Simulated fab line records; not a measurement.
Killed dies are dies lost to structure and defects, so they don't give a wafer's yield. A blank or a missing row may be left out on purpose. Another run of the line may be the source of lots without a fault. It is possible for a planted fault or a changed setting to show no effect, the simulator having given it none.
Problem report in the 8D (eight disciplines) form, filled by code + flow gf180mcu + the parts of the form that need people (team, actions taken, sign-off) are left out

1. WHAT WENT WRONG
oesProductAu at GF_MVSD_STRIP_10 reads a mean of 0.945 a.u. on 3 wafers of 1 lot; wafers without a fault read 0.723 a.u. with a standard deviation of 0.0044. That is +50 standard deviations from the usual mean.
The step: strips in O2/N2.
Seen first at day 8 21:16 on plasmaAsher-04, wafer L811.2. Wafers with a number at this step in the record: 39, from 13 lots. Rule for "out" (also "out of limits"): further than 4 standard deviations from the usual mean. The other wafers with a number count as sound.

2. WHAT IT IS AND WHAT IT IS NOT
| question                    | is                     | is not                                                                 |
|-----------------------------|------------------------|------------------------------------------------------------------------|
| which readings at this step | oesProductAu           | chamberPressureMTorr, drypumpMotorCurrentA, heaterPowerW               |
| which lots                  | L811                   | L793, L794, L795, L797, L798, L800, L801, L803, L805, L806, L808, L816 |
| which wafers of those lots  | all that have a number | -                                                                      |
| read on which tools         | plasmaAsher-04         | plasmaAsher-02, plasmaAsher-03                                         |
| when                        | from day 8 21:16       | up to then (33 sound wafers); but 3 sound wafers of L816 came after    |

3. THE SUSPECTS, EACH WITH WHAT RULES IT OUT
Counting: a tool at any process step up to the reading remains a suspect when it ran all the lots that are out and ran no sound lot after the first of those.
- plasmaAsher-01 at GF_DNWELL_STRIP_08 (strips in O2/N2): ruled out as a lasting fault. After its first lot that is out, L811 (day 6 20:31), sound lots L816 ran on it.
- plasmaAsher-04 at GF_MVSD_STRIP_10 (strips in O2/N2): kept. It ran the lot that is out, L811 (day 8 21:16), and no sound lot after that; its last sound lot up to then is L805 (day 7 18:16). Out on those wafers are its own readings of oesProductAu.
The count leaves plasmaAsher-04 at GF_MVSD_STRIP_10.

4. THE CAUSE (what the simulator had put in)
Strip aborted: plasmaAsher-04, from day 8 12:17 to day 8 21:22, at GF_MVSD_STRIP_10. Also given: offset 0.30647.
Counting left only this tool.

5. SEQUENCE OF EFFECTS, ordered by route
Each row: a reading whose mean over the struck wafers that have a number lies more than 3 standard deviations from the usual. Only readings for which the record gives a usual standard deviation are gone through. hours: the time from each lot's start at the first step in this table that gives one to its start at this step, as a median over the lots. sigmas: the change in usual standard deviations.
| hours | step             | reading      | usual      | on struck wafers | change | sigmas |
|-------|------------------|--------------|------------|------------------|--------|--------|
| 0     | GF_MVSD_STRIP_10 | oesProductAu | 0.723 a.u. | 0.945            | +0.222 | +50    |
It contains these process steps:
- GF_MVSD_STRIP_10: strips in O2/N2.
Readings that are blank on the struck wafers while sound wafers have them: stripTimeToEndpointS at GF_MVSD_STRIP_10.
At these later measuring or inspecting steps, every struck wafer for which the step has a row has a number for every such reading, and none has moved that far: GF_MVPSD_TW_MEAS_11.

6. HOW IT WOULD HAVE BEEN CAUGHT EARLIER
The fault began at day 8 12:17; the first out-of-limits reading in this record came at day 8 21:16, 9 hours later.
